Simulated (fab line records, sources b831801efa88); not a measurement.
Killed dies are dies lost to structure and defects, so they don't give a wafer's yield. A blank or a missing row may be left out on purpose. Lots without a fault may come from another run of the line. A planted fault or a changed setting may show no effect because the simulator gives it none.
fab line records | flow sky130
record lots=24 wafers=72 last_day=50
route steps=708 shown NWELL@82 METAL2@489 VIA3@586 CAP2M@615 VIA4@651 METAL5@675
lots that met no fault: from a run of the same line without faults
start_h: hours from the record's first day to the start of the lot's first wafer shown | wait_h: hours since the lot's step before | " the same as in the row above | L1.1+2: a row that stands for several wafers | - no value, or no start given | * or withheld: withheld | < > ~ a bound
route shown NAME@n: a module of which the file shows steps, and the number in the route of the first | usual: mean/standard deviation of fault-free wafers | same: alike in all rows | chamber/n: place in a boat | sites: the reading at each site | _std_site: their standard deviation | _edge_site: outer sites' mean less inner sites' | radius_mm: how far each site lies from the wafer's centre | mask NAME#n: copy n | behind: the tool/chamber that last shaped the wafer | hold: why the lot was held/for how many hours/how that ended | device: the transistor (n, p or np) that didn't switch | end of line: the same wafers' tests at the end of the route | a step without rows: its recipe alone | killed: dies lost to structure and defects at the first sort, not the wafer's yield | map: a wafer's dies, x killed, . not, _ none there
set.NAME: the setting as run; set.NAME@STEP: as run at that earlier step | model.NAME: the simulator's own value behind a step, which no gauge read
steps of the route over a sample of lots; a table a step, a row a wafer
services: from which hour (start_h, from the record's first day; less than 0 if before it) a tool's chamber was out of use, for how many hours, and why
## steps
# step SKY_NWELL_RS_MEAS_29
# recipe thk_meas_gauge=four-point-probe
# usual NWELL_RS=625.5/1.8
# columns lot.wafer tool chamber start_h wait_h NWELL_RS[ohm/sq]
L074.3 film_metro-03 - 103.66 0.1 627.2
L074.4 " - " " 625.9
L074.5 " - " " 625.7
L075.1 film_metro-01 - 108.24 0.1 627.5
L075.4 " - " " 626.2
L075.6 " - " " 627.0
L076.1 film_metro-04 - 113.93 0.1 622.9
L076.5 " - " " 623.9
L076.6 " - " " 622.7
L077.2 film_metro-03 - 123.33 0.1 627.5
L077.3 " - " " 629.1
L077.5 " - " " 627.0
L078.1 film_metro-03 - 129.45 0.1 624.0
L078.4 " - " " 626.5
L078.5 " - " " 627.0
L079.1 film_metro-03 - 130.53 0.1 625.8
L079.2 " - " " 625.2
L079.6 " - " " 623.7
L080.1 film_metro-03 - 136.21 0.1 624.1
L080.4 " - " " 626.4
L080.5 " - " " 627.5
L081.1 film_metro-04 - 147.43 0.1 624.2
L081.3 " - " " 624.7
L081.5 " - " " 625.0
L082.3 film_metro-01 - 159.45 0.1 626.7
L082.4 " - " " 625.1
L082.6 " - " " 625.0
L083.1 film_metro-01 - 160.33 0.1 623.4
L083.2 " - " " 623.6
L083.3 " - " " 624.1
L084.1 film_metro-03 - 163.18 0.1 626.2
L084.4 " - " " 628.3
L084.6 " - " " 627.1
L085.1 film_metro-01 - 176.86 0.1 623.5
L085.2 " - " " 625.1
L085.6 " - " " 623.8
L086.4 film_metro-01 - 178.80 0.1 622.5
L086.5 " - " " 623.4
L086.6 " - " " 622.1
L087.2 film_metro-01 - 181.30 0.1 623.7
L087.4 " - " " 623.8
L087.6 " - " " 624.0
L088.3 film_metro-03 - 183.44 0.1 624.1
L088.4 " - " " 625.7
L088.6 " - " " 624.1
L089.2 film_metro-01 - 199.45 0.2 625.7
L089.3 " - " " 626.0
L089.5 " - " " 624.5
L091.1 film_metro-01 - 216.73 0.1 624.9
L091.2 " - " " 624.4
L091.4 " - " " 624.2
L090.2 film_metro-01 - 220.80 0.1 624.4
L090.3 " - " " 624.5
L090.4 " - " " 623.6
L092.3 film_metro-03 - 221.00 0.1 627.5
L092.5 " - " " 626.8
L092.6 " - " " 627.0
L093.2 film_metro-03 - 221.68 0.1 627.4
L093.3 " - " " 627.4
L093.5 " - " " 626.4
L094.3 film_metro-03 - 227.67 0.1 627.8
L094.4 " - " " 629.6
L094.6 " - " " 627.6
L095.1 film_metro-04 - 234.89 0.1 623.7
L095.4 " - " " 625.4
L095.6 " - " " 624.7
L096.1 film_metro-03 - 235.62 0.1 626.2
L096.2 " - " " 625.6
L096.5 " - " " 628.2
L097.1 film_metro-01 - 250.53 0.1 626.3
L097.2 " - " " 624.3
L097.4 " - " " 626.0
# step SKY_METAL2_THK_MEAS_06
# recipe thk_meas_gauge=xrf reads=AlCu_of_METAL2_SPUTTER_02
# usual METAL2_ALCU_THK=248/3.2
# columns lot.wafer tool chamber start_h wait_h METAL2_ALCU_THK[nm]
L074.3 film_metro-02 - 793.75 0.1 248
L074.4 " - " " 244
L074.5 " - " " 247
L075.1 film_metro-04 - 797.80 0.1 249
L075.4 " - " " 249
L075.6 " - " " 252
L076.1 film_metro-04 - 809.10 0.1 244
L076.5 " - " " 243
L076.6 " - " " 246
L077.2 film_metro-01 - 818.51 0.1 253
L077.3 " - " " 250
L077.5 " - " " 251
L078.1 film_metro-01 - 833.09 0.1 252
L078.4 " - " " 255
L078.5 " - " " 253
L080.1 film_metro-02 - 834.56 0.1 243
L080.4 " - " " 244
L080.5 " - " " 243
L079.1 film_metro-01 - 835.64 0.1 251
L079.2 " - " " 250
L079.6 " - " " 249
L081.1 film_metro-04 - 859.61 0.1 243
L081.3 " - " " 244
L081.5 " - " " 243
L082.3 film_metro-04 - 870.67 0.1 248
L082.4 " - " " 249
L082.6 " - " " 250
L083.1 film_metro-04 - 872.96 0.1 250
L083.2 " - " " 250
L083.3 " - " " 252
L084.1 film_metro-01 - 880.01 0.1 248
L084.4 " - " " 247
L084.6 " - " " 245
L085.1 film_metro-01 - 887.11 0.1 248
L085.2 " - " " 247
L085.6 " - " " 248
L086.4 film_metro-04 - 887.57 0.1 249
L086.5 " - " " 247
L086.6 " - " " 249
L087.2 film_metro-04 - 894.57 0.1 250
L087.4 " - " " 248
L087.6 " - " " 251
L088.3 film_metro-01 - 906.53 0.1 245
L088.4 " - " " 248
L088.6 " - " " 244
L089.2 film_metro-04 - 919.38 0.1 249
L089.3 " - " " 249
L089.5 " - " " 250
L091.1 film_metro-04 - 934.60 0.1 248
L091.2 " - " " 246
L091.4 " - " " 247
L090.2 film_metro-02 - 936.84 0.1 244
L090.3 " - " " 242
L090.4 " - " " 242
L092.3 film_metro-02 - 937.51 0.1 240
L092.5 " - " " 242
L092.6 " - " " 242
L093.2 film_metro-04 - 939.20 0.1 248
L093.3 " - " " 246
L093.5 " - " " 246
L094.3 film_metro-01 - 943.53 0.1 247
L094.4 " - " " 251
L094.6 " - " " 253
L095.1 film_metro-04 - 958.42 0.1 247
L095.4 " - " " 247
L095.6 " - " " 244
L096.1 film_metro-02 - 958.77 0.1 247
L096.2 " - " " 245
L096.5 " - " " 249
L097.1 film_metro-01 - 965.74 0.1 253
L097.2 " - " " 251
L097.4 " - " " 251
# step SKY_VIA3_OVL_MEAS_13
# usual VIA3_OVL=4/6
# columns lot.wafer tool chamber start_h wait_h VIA3_OVL[nm]
L074.3 overlay-01 - 928.70 0.1 8
L074.4 " - " " 9
L074.5 " - " " 6
L075.1 overlay-01 - 934.59 0.1 5
L075.4 " - " " 2
L075.6 " - " " 3
L076.1 overlay-01 - 941.01 0.1 -9
L076.5 " - " " -1
L076.6 " - " " -5
L077.2 overlay-02 - 951.39 0.1 0
L077.3 " - " " 4
L077.5 " - " " -1
L078.1 overlay-01 - 965.64 0.1 0
L078.4 " - " " 6
L078.5 " - " " 4
L080.1 overlay-02 - 967.21 0.1 9
L080.4 " - " " 4
L080.5 " - " " 15
L079.1 overlay-01 - 968.02 0.1 11
L079.2 " - " " 7
L079.6 " - " " 3
L081.1 overlay-02 - 991.32 0.1 8
L081.3 " - " " 10
L081.5 " - " " 8
L082.3 overlay-01 - 999.93 0.1 7
L082.4 " - " " 7
L082.6 " - " " 9
L083.1 overlay-02 - 1002.22 0.1 9
L083.2 " - " " 7
L083.3 " - " " 17
L084.1 overlay-02 - 1007.81 0.1 -2
L084.4 " - " " -4
L084.6 " - " " -3
L085.1 overlay-02 - 1014.71 0.1 6
L085.2 " - " " 1
L085.6 " - " " -1
L086.4 overlay-01 - 1016.79 0.1 9
L086.5 " - " " 4
L086.6 " - " " -1
L087.2 overlay-02 - 1021.67 0.1 12
L087.4 " - " " 6
L087.6 " - " " 3
L088.3 overlay-01 - 1032.93 0.1 12
L088.4 " - " " 13
L088.6 " - " " 10
L089.2 overlay-01 - 1044.62 0.1 12
L089.3 " - " " 10
L089.5 " - " " 7
L091.1 overlay-01 - 1057.54 0.1 -2
L091.2 " - " " -4
L091.4 " - " " -4
L090.2 overlay-01 - 1060.00 0.1 11
L090.3 " - " " 15
L090.4 " - " " 18
L092.3 overlay-01 - 1060.95 0.1 4
L092.5 " - " " 4
L092.6 " - " " -4
L093.2 overlay-01 - 1063.32 0.1 4
L093.3 " - " " 2
L093.5 " - " " 1
L094.3 overlay-02 - 1064.78 0.1 9
L094.4 " - " " 15
L094.6 " - " " 10
L096.1 overlay-02 - 1077.88 0.1 -2
L096.2 " - " " 4
L096.5 " - " " -4
L095.1 overlay-02 - 1078.97 0.1 -2
L095.4 " - " " -1
L095.6 " - " " -7
L097.1 overlay-02 - 1084.82 0.1 2
L097.2 " - " " 3
L097.4 " - " " 4
# step SKY_CAP2M_OVL_MEAS_12
# usual CAP2M_OVL=-0.3/1.4
# columns lot.wafer tool chamber start_h wait_h CAP2M_OVL[nm]
L074.3 overlay-01 - 954.51 0.1 -0.2
L074.4 " - " " 1.3
L074.5 " - " " 0.9
L075.1 overlay-02 - 960.99 0.1 -1.2
L075.4 " - " " 0.0
L075.6 " - " " 0.3
L076.1 overlay-02 - 967.55 0.1 -2.5
L076.5 " - " " 0.2
L076.6 " - " " 1.4
L077.2 overlay-02 - 977.51 0.1 0.5
L077.3 " - " " 0.9
L077.5 " - " " 0.9
L078.1 overlay-02 - 992.15 0.1 0.7
L078.4 " - " " 0.0
L078.5 " - " " -0.7
L080.1 overlay-01 - 993.49 0.1 -1.1
L080.4 " - " " 0.5
L080.5 " - " " 0.2
L079.1 overlay-02 - 994.05 0.1 -1.6
L079.2 " - " " -3.7
L079.6 " - " " 0.2
L081.1 overlay-02 - 1015.95 0.1 -2.2
L081.3 " - " " -2.1
L081.5 " - " " -3.3
L082.3 overlay-01 - 1024.41 0.1 -1.8
L082.4 " - " " -0.4
L082.6 " - " " -1.8
L083.1 overlay-02 - 1026.79 0.1 -1.0
L083.2 " - " " -1.8
L083.3 " - " " -2.4
L084.1 overlay-02 - 1032.09 0.1 2.4
L084.4 " - " " 0.3
L084.6 " - " " 2.0
L085.1 overlay-01 - 1038.79 0.1 -0.4
L085.2 " - " " 1.1
L085.6 " - " " -0.4
L086.4 overlay-01 - 1040.77 0.1 0.7
L086.5 " - " " 0.1
L086.6 " - " " 0.9
L087.2 overlay-02 - 1045.21 0.1 -0.6
L087.4 " - " " 1.5
L087.6 " - " " -1.4
L088.3 overlay-01 - 1056.36 0.1 0.3
L088.4 " - " " -0.7
L088.6 " - " " -3.0
L089.2 overlay-01 - 1067.79 0.1 0.7
L089.3 " - " " 2.2
L089.5 " - " " 1.3
L091.1 overlay-01 - 1080.79 0.1 0.2
L091.2 " - " " 0.7
L091.4 " - " " 0.2
L090.2 overlay-01 - 1083.04 0.1 1.8
L090.3 " - " " 2.2
L090.4 " - " " 1.1
L092.3 overlay-02 - 1084.01 0.1 -1.4
L092.5 " - " " -0.8
L092.6 " - " " -0.9
L093.2 overlay-01 - 1086.05 0.1 2.1
L093.3 " - " " 1.8
L093.5 " - " " 1.7
L094.3 overlay-01 - 1087.96 0.1 1.3
L094.4 " - " " -0.6
L094.6 " - " " -2.6
L096.1 overlay-02 - 1100.05 0.1 -1.5
L096.2 " - " " -1.7
L096.5 " - " " -3.4
L095.1 overlay-02 - 1101.39 0.1 1.0
L095.4 " - " " 0.1
L095.6 " - " " 1.2
L097.1 overlay-01 - 1107.14 0.1 1.5
L097.2 " - " " 0.9
L097.4 " - " " 0.9
# step SKY_VIA4_ETCH_12
# recipe target=SiO2 chemistry=C4F8/O2/Ar stop_on=TiN mask_material=NOVOLAK source_w=1500 bias_w=1200 pressure_mtorr=40 c4f8_flow_sccm=withheld O2_flow_sccm=6 Ar_flow_sccm=300 time_s=withheld target_depth_a=5800
# usual oes_product_au=0.926/0.0046
# columns lot.wafer tool chamber start_h wait_h oes_product_au
L074.3 rie_diel-03 2 1004.34 0.0 0.932
L074.4 " 1 " " 0.921
L074.5 " 3 " " 0.928
L075.1 rie_diel-03 3 1011.72 0.0 0.928
L075.4 " 0 " " 0.930
L075.6 " 1 " " 0.920
L076.1 rie_diel-04 0 1018.32 0.0 0.927
L076.5 " 3 " " 0.920
L076.6 " 2 " " 0.924
L077.2 rie_diel-02 0 1026.42 0.0 0.927
L077.3 " 2 " " 0.925
L077.5 " 0 " " 0.928
L078.1 rie_diel-04 0 1040.36 0.0 0.924
L078.4 " 2 " " 0.923
L078.5 " 0 " " 0.921
L080.1 rie_diel-04 0 1041.61 0.0 0.925
L080.4 " 2 " " 0.937
L080.5 " 0 " " 0.929
L079.1 rie_diel-03 3 1044.21 0.0 0.923
L079.2 " 2 " " 0.925
L079.6 " 1 " " 0.925
L081.1 rie_diel-03 2 1063.11 0.0 0.927
L081.3 " 0 " " 0.922
L081.5 " 0 " " 0.924
L082.3 rie_diel-03 1 1070.04 0.0 0.928
L082.4 " 0 " " 0.936
L082.6 " 2 " " 0.931
L083.1 rie_diel-04 3 1072.14 0.0 0.928
L083.2 " 2 " " 0.924
L083.3 " 0 " " 0.936
L084.1 rie_diel-04 2 1078.06 0.0 0.918
L084.4 " 0 " " 0.926
L084.6 " 0 " " 0.922
L085.1 rie_diel-02 0 1084.39 0.0 0.921
L085.2 " 1 " " 0.924
L085.6 " 0 " " 0.937
L086.4 rie_diel-02 2 1086.62 0.0 0.924
L086.5 " 3 " " 0.926
L086.6 " 0 " " 0.924
L087.2 rie_diel-03 0 1090.31 0.0 0.923
L087.4 " 1 " " 0.937
L087.6 " 1 " " 0.925
L088.3 rie_diel-04 0 1100.32 0.0 0.921
L088.4 " 3 " " 0.927
L088.6 " 0 " " 0.929
L089.2 rie_diel-03 0 1110.62 0.0 0.927
L089.3 " 1 " " 0.927
L089.5 " 2 " " 0.921
L091.1 rie_diel-02 3 1123.32 0.0 0.934
L091.2 " 0 " " 0.928
L091.4 " 2 " " 0.930
L090.2 rie_diel-02 0 1126.36 0.0 0.926
L090.3 " 2 " " 0.928
L090.4 " 3 " " 0.923
L092.3 rie_diel-04 0 1126.94 0.0 0.928
L092.5 " 3 " " 0.926
L092.6 " 2 " " 0.928
L093.2 rie_diel-04 1 1128.47 0.0 0.916
L093.3 " 2 " " 0.924
L093.5 " 3 " " 0.926
L094.3 rie_diel-02 3 1130.01 0.0 0.929
L094.4 " 2 " " 0.925
L094.6 " 1 " " 0.925
L096.1 rie_diel-02 3 1140.19 0.0 0.935
L096.2 " 1 " " 0.921
L096.5 " 0 " " 0.928
L095.1 rie_diel-04 2 1142.91 0.0 0.922
L095.4 " 1 " " 0.922
L095.6 " 3 " " 0.930
L097.1 rie_diel-03 3 1148.11 0.0 0.934
L097.2 " 1 " " 0.924
L097.4 " 0 " " 0.922
# step SKY_METAL5_DESCUM_14
# recipe chemistry=O2 source_power_w=150 bias_power_w=0 pressure_mtorr=10 temp_c=40 time_s=11
# usual drypump_motor_current_A=5.7/0.63 oes_product_au=0.997/0.014
# columns lot.wafer tool chamber start_h wait_h drypump_motor_current_A oes_product_au rf_hours_counter_h
L074.3 rie_metal-04 0 1028.66 0.1 5.0 1.004 -
L074.4 " 1 " " 6.2 0.997 -
L074.5 " 0 " " 5.0 1.003 -
L075.1 rie_metal-01 1 1036.09 0.1 6.2 0.981 17
L075.4 " 1 " " 6.3 0.970 -
L075.6 " 1 " " 6.2 0.978 -
L076.1 rie_metal-02 0 1042.19 0.1 5.4 0.980 12
L076.5 " 0 " " 5.4 0.984 -
L076.6 " 1 " " 6.5 1.011 -
L077.2 rie_metal-04 0 1050.06 0.1 5.0 1.007 -
L077.3 " 0 " " 5.0 1.013 -
L077.5 " 0 " " 5.0 1.014 -
L078.1 rie_metal-04 0 1063.50 0.1 5.0 1.014 16
L078.4 " 0 " " 5.0 1.006 -
L078.5 " 0 " " 5.0 1.010 -
L080.1 rie_metal-01 0 1065.19 0.1 5.1 1.001 22
L080.4 " 0 " " 5.1 0.996 -
L080.5 " 0 " " 5.1 0.993 -
L079.1 rie_metal-04 0 1067.05 0.1 5.0 1.019 17
L079.2 " 0 " " 5.0 1.018 -
L079.6 " 0 " " 5.0 1.020 -
L081.1 rie_metal-01 0 1085.00 0.1 5.1 1.001 24
L081.3 " 0 " " 5.1 0.992 -
L081.5 " 1 " " 6.3 0.980 -
L082.3 rie_metal-01 0 1091.91 0.1 5.1 0.997 -
L082.4 " 1 " " 6.2 0.974 -
L082.6 " 1 " " 6.3 0.976 -
L083.1 rie_metal-02 1 1095.14 0.1 6.5 1.021 17
L083.2 " 0 " " 5.4 0.985 15
L083.3 " 0 " " 5.4 0.984 -
L084.1 rie_metal-02 1 1100.70 0.1 6.5 1.010 18
L084.4 " 0 " " 5.4 0.988 -
L084.6 " 0 " " 5.4 0.986 -
L085.1 rie_metal-02 1 1106.75 0.1 6.5 1.008 18
L085.2 " 0 " " 5.4 0.985 16
L085.6 " 1 " " 6.5 1.017 -
L086.4 rie_metal-02 0 1108.61 0.1 5.4 0.991 -
L086.5 " 0 " " 5.4 0.982 -
L086.6 " 1 " " 6.5 1.018 -
L087.2 rie_metal-01 0 1112.10 0.1 5.1 1.001 26
L087.4 " 1 " " 6.2 0.989 -
L087.6 " 0 " " 5.1 0.992 -
L088.3 rie_metal-04 1 1121.51 0.1 6.3 0.995 -
L088.4 " 0 " " 5.0 1.013 -
L088.6 " 1 " " 6.2 0.997 -
L089.2 rie_metal-02 0 1131.87 0.1 5.4 0.987 18
L089.3 " 1 " " 6.5 1.011 -
L089.5 " 0 " " 5.4 0.982 -
L091.1 rie_metal-02 0 1143.95 0.1 5.4 0.993 19
L091.2 " 1 " " 6.5 1.002 21
L091.4 " 0 " " 5.4 0.980 -
L090.2 rie_metal-04 1 1146.97 0.1 6.2 1.003 5
L090.3 " 1 " " 6.3 0.999 -
L090.4 " 0 " " 5.0 1.018 -
L092.3 rie_metal-01 1 1147.56 0.1 6.3 0.981 -
L092.5 " 1 " " 6.3 0.982 -
L092.6 " 0 " " 5.1 0.984 -
L093.2 rie_metal-02 0 1148.80 0.1 5.4 0.993 20
L093.3 " 0 " " 5.4 0.987 -
L093.5 " 0 " " 5.4 0.983 -
L094.3 rie_metal-04 1 1151.01 0.1 6.2 1.002 -
L094.4 " 0 " " 5.0 1.007 -
L094.6 " 0 " " 5.0 1.000 -
L096.1 rie_metal-01 0 1160.32 0.1 5.1 0.991 30
L096.2 " 1 " " 6.2 0.981 27
L096.5 " 1 " " 6.2 0.976 -
L095.1 rie_metal-01 1 1162.59 0.1 6.3 0.985 28
L095.4 " 0 " " 5.1 0.987 -
L095.6 " 0 " " 5.1 1.003 -
L097.1 rie_metal-04 1 1166.80 0.1 6.2 0.999 7
L097.2 " 0 " " 5.0 1.008 24
L097.4 " 1 " " 6.2 1.001 -
## services
# columns tool chamber start_h hours kind
rie_diel-04 0 984.32 9.4 repair
rie_diel-02 2 990.90 2.8 repair
rie_metal-01 - 1003.06 2.8 pm
rie_diel-02 - 1004.23 1.1 repair
rie_diel-04 3 1008.17 2.9 repair
rie_diel-02 3 1016.16 10.6 repair
rie_metal-01 0 1017.56 19.1 repair
rie_diel-04 1 1028.47 16.6 repair
rie_diel-04 0 1036.58 1.6 repair
rie_diel-02 3 1040.19 - clean
rie_diel-02 3 1040.19 13.8 scheduled_down
rie_diel-02 3 1040.19 13.8 vent_cycle
rie_metal-04 1 1044.15 - clean
rie_metal-04 1 1044.15 31.1 scheduled_down
rie_metal-04 1 1044.15 31.1 vent_cycle
rie_diel-03 3 1044.54 8.5 repair
rie_diel-02 1 1057.85 10.4 repair
rie_diel-04 1 1101.44 - clean
rie_diel-04 1 1101.44 10.8 scheduled_down
rie_diel-04 1 1101.44 10.8 vent_cycle
rie_diel-02 0 1105.48 2.4 repair
rie_metal-04 0 1122.76 2.4 repair
rie_diel-02 - 1149.57 0.7 repair
rie_metal-04 - 1162.51 1.4 pm
## key
fault none
